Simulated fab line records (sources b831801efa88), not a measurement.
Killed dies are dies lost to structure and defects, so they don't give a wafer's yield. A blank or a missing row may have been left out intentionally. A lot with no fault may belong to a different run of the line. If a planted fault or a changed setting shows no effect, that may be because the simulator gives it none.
What tool caused it? | flow gf180mcu | Sampling: 6 lots, 18 wafers, 2 of 602 route steps

## WHAT EACH GAUGE READ, for each wafer
GF_DUAL_GATE_THK_MEAS_03.
lot  | measured     | on            | DUAL_GATE_OXIDATION_00_THK (nm)
L310 | day 7 19:29  | film metro-01 | 10.93 10.88 10.89
L312 | day 8 22:31  | film metro-01 | 11.22 11.26 11.41
L315 | day 9 12:25  | film metro-01 | 10.09 9.89 10.22
L326 | day 12 13:07 | film metro-04 | 10.96 10.90 11.13
L329 | day 13 07:20 | film metro-01 | 10.74 10.91 10.81
L331 | day 13 20:36 | film metro-04 | 11.17 11.03 11.24

## WHICH TOOL RAN EACH LOT (tool, then ch and the chambers of the sampled wafers, then the start)
lot  | GF_DUAL_GATE_OXIDATION_02
L310 | furnace-02 ch 0, day 7 18:02
L312 | furnace-01 ch 0, day 8 21:03
L315 | furnace-02 ch 0, day 9 10:57
L326 | furnace-02 ch 0, day 12 11:40
L329 | furnace-02 ch 0, day 13 05:52
L331 | furnace-01 ch 0, day 13 19:10
- GF_DUAL_GATE_OXIDATION_02: stabilise 600 s, purge 300 s, target thk 10.887 nm.

## THE ANSWER, worked out from the rows above alone
Rule: usual is defined by the lots themselves. The widest of any qualifying gaps counts: lots, ordered by their means at a reading, are off when they make up no more than a third of the lots, leave a main group of 4 or more, and stand apart from it by 3 or more times the standard deviation of that group's means. The tables above print the reading to a certain number of digits; a main group whose means all agree to those digits is not used. Also off: a lot with no number at a reading for which 4 or more lots have one. The other lots that the step has rows for count as sound.
Off: at GF_DUAL_GATE_THK_MEAS_03 (DUAL_GATE_OXIDATION_00_THK), L315. For the main group the mean is 11.03 nm and the standard deviation 0.17.
If a tool, at a process step before that reading, ran all the lots that are off and no sound lot after the first of them, it fits. Gauges at GF_DUAL_GATE_THK_MEAS_03: tried the same way as those tools. Not one of the candidates tried fits.

## WHAT THE SIMULATOR PUT IN
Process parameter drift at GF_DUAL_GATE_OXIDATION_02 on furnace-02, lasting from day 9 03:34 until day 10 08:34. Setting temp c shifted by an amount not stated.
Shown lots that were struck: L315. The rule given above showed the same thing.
